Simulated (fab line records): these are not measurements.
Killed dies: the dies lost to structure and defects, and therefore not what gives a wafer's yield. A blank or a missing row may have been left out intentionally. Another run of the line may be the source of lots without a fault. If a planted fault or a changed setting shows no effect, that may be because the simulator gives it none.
Problem report, 8D (eight disciplines) form, completed by code + flow gf180mcu + the parts of the form that need people (team, actions taken, sign-off) are left out

== 1. THE PROBLEM ==
Across 2 wafers from 2 lots, SALICIDE_TIN_RS at GF_SALICIDE_RS_MEAS_04 averages 27.16 ohm/sq, while fault-free wafers read 16.29 ohm/sq with a standard deviation of 0.29. Measured from the usual mean, that is +38 standard deviations.
The step: measures by four-point-probe.
First seen on wafer L949.4, day 18 01:16, on filmMetro-04. The record holds 35 wafers of 12 lots with a number at this step. By rule, "out" or "out of limits" means more than 4 standard deviations away from the usual mean. Any other wafer with a number is counted as sound.

== 2. WHAT THIS IS AND IS NOT ==
| question                    | is                | is not                                                                                                   |
|-----------------------------|-------------------|----------------------------------------------------------------------------------------------------------|
| which readings at this step | SALICIDE_TIN_RS   | -                                                                                                        |
| which lots                  | L949, L954        | L942, L943, L945, L946, L957, L959, L961, L962, L964, L965                                               |
| which wafers of those lots  | L949.4, L954.6    | L949.1, L954.1, L954.5                                                                                   |
| read on which gauges        | filmMetro-04      | filmMetro-01, filmMetro-03                                                                               |
| when                        | from day 18 01:16 | up to then (13 sound wafers); but 20 sound wafers of L954, L957, L959, L961, L962, L964, L965 came after |

== 3. WHAT RULES OUT EACH SUSPECT ==
Counting: a tool at a process step up to the reading stays a suspect if it ran every lot that is out. Sound lots after the first of them don't rule it out here, since some wafers of a struck lot are sound.
- the gauge at GF_SALICIDE_RS_MEAS_04: kept. All the wafers that are out were read on filmMetro-04, and no step on other tools shows them out.
- plasmaAsher-04 at GF_PSD_STRIP_10 (strips in O2/N2): kept. It ran every lot that is out, first L949 (day 17 01:42); its last sound lot up to then is L946 (day 15 16:08).
- pvdSputter-02 at GF_SALICIDE_SPUTTER_02 (material Co, target thk 10 nm, time 20 s): kept. It ran every lot that is out, first L949 (day 18 01:12); its last sound lot up to then is L946 (day 16 15:11).
Left after counting: plasmaAsher-04 at GF_PSD_STRIP_10, pvdSputter-02 at GF_SALICIDE_SPUTTER_02, filmMetro-04 at GF_SALICIDE_RS_MEAS_04.

== 4. THE CAUSE (what the simulator had put in) ==
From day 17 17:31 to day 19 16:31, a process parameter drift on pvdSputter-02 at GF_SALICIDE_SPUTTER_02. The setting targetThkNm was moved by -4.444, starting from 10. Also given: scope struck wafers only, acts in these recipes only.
Counting left 3 suspects, and this tool is among them.

== 5. THE EFFECT CHAIN, in route order ==
Each row: a reading where the mean over the struck wafers with a number is more than 3 standard deviations away from the usual. Readings are gone through only where the record gives a usual standard deviation; hours: the median, over the lots, of the time from a lot's start at the first step in this table giving one to that lot's start at this step; sigmas: the change measured in usual standard deviations.
| hours | step                   | reading         | usual        | on struck wafers | change | sigmas |
|-------|------------------------|-----------------|--------------|------------------|--------|--------|
| 0     | GF_SALICIDE_RS_MEAS_04 | SALICIDE_TIN_RS | 16.29 ohm/sq | 27.16            | +10.88 | +38    |

== 6. WHAT WOULD HAVE CAUGHT IT SOONER ==
In this record the first reading out of limits at a measuring or inspecting step was taken at day 18 01:16, 8 hours after the fault began at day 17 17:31.
No tool reading at GF_SALICIDE_SPUTTER_02 that has a usual standard deviation in the record was out on any struck wafer, so an alarm limit of 4 standard deviations on those readings would not have fired.
Lots out: 2; of these, L954 started GF_SALICIDE_SPUTTER_02 on pvdSputter-02 after day 18 01:16. A hold on the tool at that time would have spared it.
